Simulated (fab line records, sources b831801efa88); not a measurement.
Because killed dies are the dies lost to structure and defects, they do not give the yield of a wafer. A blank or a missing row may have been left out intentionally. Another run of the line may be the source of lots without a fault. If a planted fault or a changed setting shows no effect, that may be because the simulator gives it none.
Which tool did it? :: flow sky130 :: 33 wafers from 11 lots sampled at 4 of the route's 708 steps

== WHAT THE GAUGES SHOWED, per wafer ==
SKY_GATE_OXIDE_THK_MEAS_02. Usual: GATE_OXIDE_OXIDATION_00_THK 10.29 nm, standard deviation 0.21.
lot: L381
measured: day 12 18:44
on: film metro-04
GATE_OXIDE_OXIDATION_00_THK (nm): 9.90 10.06 10.04
flag: 

lot: L386
measured: day 14 12:15
on: film metro-02
GATE_OXIDE_OXIDATION_00_THK (nm): 10.34 10.29 10.19
flag: 

lot: L387
measured: day 14 22:06
on: film metro-02
GATE_OXIDE_OXIDATION_00_THK (nm): 9.19 9.26 8.79 9.15 9.22 8.81
flag: OFF

lot: L388
measured: day 15 10:58
on: film metro-03
GATE_OXIDE_OXIDATION_00_THK (nm): 9.14 9.14 9.09 9.11 9.17 9.20
flag: OFF

lot: L389
measured: day 15 15:23
on: film metro-04
GATE_OXIDE_OXIDATION_00_THK (nm): 9.24 9.21 9.39 9.27 9.20 9.40
flag: OFF

lot: L396
measured: day 18 06:40
on: film metro-04
GATE_OXIDE_OXIDATION_00_THK (nm): 10.28 10.25 10.16
flag: 

lot: L397
measured: day 18 15:05
on: film metro-04
GATE_OXIDE_OXIDATION_00_THK (nm): 10.04 10.07 10.10
flag: 

lot: L399
measured: day 19 02:12
on: film metro-02
GATE_OXIDE_OXIDATION_00_THK (nm): 9.90 9.87 9.87
flag: 

lot: L400
measured: day 19 14:53
on: film metro-04
GATE_OXIDE_OXIDATION_00_THK (nm): 10.73 10.60 10.70
flag: 

lot: L401
measured: day 19 22:06
on: film metro-03
GATE_OXIDE_OXIDATION_00_THK (nm): 9.90 9.99 9.79
flag: 

lot: L402
measured: day 19 22:07
on: film metro-02
GATE_OXIDE_OXIDATION_00_THK (nm): 10.22 10.18 10.38
flag: 

SKY_SD_N_CD_MEAS_07: target cd 380 nm. Usual: cd nm at 380.2 nm, with a standard deviation of 2.8.
lot: L381
measured: day 27 19:33
on: cd sem-01
cd nm (nm): 384.2 386.8 385.5
flag: 

lot: L386
measured: day 29 16:47
on: cd sem-02
cd nm (nm): 378.6 379.8 377.5
flag: 

lot: L387
measured: day 30 06:35
on: cd sem-01
cd nm (nm): 378.3 377.9 374.3
flag: 

lot: L388
measured: day 30 10:57
on: cd sem-02
cd nm (nm): 380.0 380.7 382.7
flag: 

lot: L389
measured: day 30 19:26
on: cd sem-02
cd nm (nm): 379.5 380.7 381.0
flag: 

lot: L396
measured: day 33 11:15
on: cd sem-02
cd nm (nm): 378.1 379.1 379.4
flag: 

lot: L397
measured: day 33 13:17
on: cd sem-02
cd nm (nm): 381.4 384.5 383.5
flag: 

lot: L399
measured: day 33 23:16
on: cd sem-01
cd nm (nm): 379.3 378.5 381.0
flag: 

lot: L400
measured: day 34 10:06
on: cd sem-02
cd nm (nm): 380.9 382.1 378.4
flag: 

lot: L401
measured: day 34 21:09
on: cd sem-01
cd nm (nm): 378.7 381.3 380.8
flag: 

lot: L402
measured: day 34 16:10
on: cd sem-02
cd nm (nm): 379.1 378.8 378.2
flag: 

== WHICH TOOL RAN EACH LOT (tool, then ch and the chambers of the sampled wafers, then the start) ==
lot: L381
SKY_GATE_OXIDE_OXIDATION_01: furnace-01 ch 0, day 12 17:20
SKY_SD_P_STRIP_10: plasma asher-03 ch 0,1, day 25 08:27

lot: L386
SKY_GATE_OXIDE_OXIDATION_01: furnace-02 ch 0, day 14 10:50
SKY_SD_P_STRIP_10: plasma asher-03 ch 0,1, day 27 08:06

lot: L387
SKY_GATE_OXIDE_OXIDATION_01: furnace-02 ch 0, day 14 20:41
SKY_SD_P_STRIP_10: plasma asher-04 ch 0,1, day 27 21:24

lot: L388
SKY_GATE_OXIDE_OXIDATION_01: furnace-02 ch 0, day 15 09:34
SKY_SD_P_STRIP_10: plasma asher-01 ch 0,1, day 28 02:42

lot: L389
SKY_GATE_OXIDE_OXIDATION_01: furnace-02 ch 0, day 15 13:59
SKY_SD_P_STRIP_10: plasma asher-03 ch 0,1, day 28 12:18

lot: L396
SKY_GATE_OXIDE_OXIDATION_01: furnace-02 ch 0, day 18 05:15
SKY_SD_P_STRIP_10: plasma asher-03 ch 0, day 31 05:34

lot: L397
SKY_GATE_OXIDE_OXIDATION_01: furnace-02 ch 0, day 18 13:40
SKY_SD_P_STRIP_10: plasma asher-04 ch 0,1, day 31 07:27

lot: L399
SKY_GATE_OXIDE_OXIDATION_01: furnace-01 ch 0, day 19 00:47
SKY_SD_P_STRIP_10: plasma asher-01 ch 0,1, day 31 17:39

lot: L400
SKY_GATE_OXIDE_OXIDATION_01: furnace-02 ch 0, day 19 13:29
SKY_SD_P_STRIP_10: plasma asher-03 ch 0,1, day 32 04:27

lot: L401
SKY_GATE_OXIDE_OXIDATION_01: furnace-02 ch 0, day 19 20:41
SKY_SD_P_STRIP_10: plasma asher-04 ch 0,1, day 32 13:51

lot: L402
SKY_GATE_OXIDE_OXIDATION_01: furnace-02 ch 0, day 19 20:41
SKY_SD_P_STRIP_10: plasma asher-03 ch 0, day 32 10:13
- SKY_GATE_OXIDE_OXIDATION_01: stabilise 600 s, purge 300 s, target thk 10.268 nm.
- SKY_SD_P_STRIP_10: strips in O2/N2.

== WHAT THE TOOLS THEMSELVES READ (means of the sampled wafers that have a number; where no wafer has one, the mark that the record gives instead) ==
SKY_GATE_OXIDE_OXIDATION_01. Usual: spike tc bottom C 918.9 C, standard deviation 1.7; spike tc centre C 900.2 C, standard deviation 1; spike tc lower C 900.8 C, standard deviation 0.94; spike tc top C 910.6 C, standard deviation 1.6; spike tc upper C 899.3 C, standard deviation 1; zone power centre pct 19.37 %, standard deviation 0.19.
lot: L381
tool: furnace-01
spike tc bottom C (C): 920.4
spike tc centre C (C): 899.7
spike tc lower C (C): 901.5
spike tc top C (C): 911.1
spike tc upper C (C): 899.5
zone power centre pct (%): 19.24
flag: 

lot: L386
tool: furnace-02
spike tc bottom C (C): 917.5
spike tc centre C (C): 900.5
spike tc lower C (C): 900.4
spike tc top C (C): 910.5
spike tc upper C (C): 898.4
zone power centre pct (%): 19.31
flag: 

lot: L387
tool: furnace-02
spike tc bottom C (C): 906.8
spike tc centre C (C): 889.0
spike tc lower C (C): 889.0
spike tc top C (C): 898.3
spike tc upper C (C): 886.4
zone power centre pct (%): 19.06
flag: OFF

lot: L388
tool: furnace-02
spike tc bottom C (C): 906.1
spike tc centre C (C): 889.1
spike tc lower C (C): 889.4
spike tc top C (C): 898.3
spike tc upper C (C): 887.1
zone power centre pct (%): 18.92
flag: OFF

lot: L389
tool: furnace-02
spike tc bottom C (C): 905.6
spike tc centre C (C): 889.8
spike tc lower C (C): 889.0
spike tc top C (C): 897.1
spike tc upper C (C): 887.6
zone power centre pct (%): 18.69
flag: OFF

lot: L396
tool: furnace-02
spike tc bottom C (C): 917.4
spike tc centre C (C): 900.8
spike tc lower C (C): 900.0
spike tc top C (C): 908.6
spike tc upper C (C): 899.3
zone power centre pct (%): 19.31
flag: 

lot: L397
tool: furnace-02
spike tc bottom C (C): 916.7
spike tc centre C (C): 901.5
spike tc lower C (C): 900.7
spike tc top C (C): 908.9
spike tc upper C (C): 898.8
zone power centre pct (%): 19.52
flag: 

lot: L399
tool: furnace-01
spike tc bottom C (C): 920.7
spike tc centre C (C): 899.5
spike tc lower C (C): 901.0
spike tc top C (C): 911.9
spike tc upper C (C): 899.8
zone power centre pct (%): 19.26
flag: 

lot: L400
tool: furnace-02
spike tc bottom C (C): 918.2
spike tc centre C (C): 900.5
spike tc lower C (C): 900.9
spike tc top C (C): 909.7
spike tc upper C (C): 899.0
zone power centre pct (%): 19.47
flag: 

lot: L401
tool: furnace-02
spike tc bottom C (C): 917.7
spike tc centre C (C): 900.8
spike tc lower C (C): 902.3
spike tc top C (C): 909.3
spike tc upper C (C): 898.3
zone power centre pct (%): 19.36
flag: 

lot: L402
tool: furnace-02
spike tc bottom C (C): 917.3
spike tc centre C (C): 900.0
spike tc lower C (C): 900.0
spike tc top C (C): 909.6
spike tc upper C (C): 899.3
zone power centre pct (%): 19.37
flag: 

SKY_SD_P_STRIP_10. Usual: drypump motor current A 6.0 A, standard deviation 0.44; oes product au 0.617 a.u., standard deviation 0.0045; strip time to endpoint s 17.47 s, standard deviation 0.035.
lot: L381
tool: plasma asher-03
drypump motor current A (A): 5.9
oes product au (a.u.): 0.619
strip time to endpoint s (s): 17.47
flag: 

lot: L386
tool: plasma asher-03
drypump motor current A (A): 5.9
oes product au (a.u.): 0.618
strip time to endpoint s (s): 17.51
flag: 

lot: L387
tool: plasma asher-04
drypump motor current A (A): 6.0
oes product au (a.u.): 0.616
strip time to endpoint s (s): 17.44
flag: 

lot: L388
tool: plasma asher-01
drypump motor current A (A): 6.2
oes product au (a.u.): 0.616
strip time to endpoint s (s): 17.46
flag: 

lot: L389
tool: plasma asher-03
drypump motor current A (A): 6.0
oes product au (a.u.): 0.620
strip time to endpoint s (s): 17.44
flag: 

lot: L396
tool: plasma asher-03
drypump motor current A (A): 5.5
oes product au (a.u.): 0.616
strip time to endpoint s (s): 17.50
flag: 

lot: L397
tool: plasma asher-04
drypump motor current A (A): 6.1
oes product au (a.u.): 0.618
strip time to endpoint s (s): 17.46
flag: 

lot: L399
tool: plasma asher-01
drypump motor current A (A): 6.4
oes product au (a.u.): 0.620
strip time to endpoint s (s): 17.53
flag: 

lot: L400
tool: plasma asher-03
drypump motor current A (A): 5.9
oes product au (a.u.): 0.616
strip time to endpoint s (s): 17.50
flag: 

lot: L401
tool: plasma asher-04
drypump motor current A (A): 6.0
oes product au (a.u.): 0.618
strip time to endpoint s (s): 17.41
flag: 

lot: L402
tool: plasma asher-03
drypump motor current A (A): 5.5
oes product au (a.u.): 0.621
strip time to endpoint s (s): 17.42
flag: 

== THE ANSWER, worked out from the rows above alone ==
Rule: lot off if the mean of its wafers having a number is beyond 3 standard deviations from the usual mean. A lot without any number at a reading at which 4 lots or more have one is off too. The other lots that the step has rows for count as sound. The gauges are gone through in route order, then the tools' own readings, and for those a lot's mean is taken as printed above. At the first step where some lot is off, the reading lying furthest off is the one used; lots without a number count as furthest.
Off: L387, L388, L389, at SKY_GATE_OXIDE_THK_MEAS_02 (GATE_OXIDE_OXIDATION_00_THK).
If a tool, at a process step before that reading, ran all the lots that are off and no sound lot after the first of them, it fits. Not tried: the gauges at SKY_GATE_OXIDE_THK_MEAS_02; whatever is off there is also off at SKY_GATE_OXIDE_OXIDATION_01, on other tools, and gauge error can't account for it. None of those tried fits.

== WHAT HAD BEEN PUT IN BY THE SIMULATOR ==
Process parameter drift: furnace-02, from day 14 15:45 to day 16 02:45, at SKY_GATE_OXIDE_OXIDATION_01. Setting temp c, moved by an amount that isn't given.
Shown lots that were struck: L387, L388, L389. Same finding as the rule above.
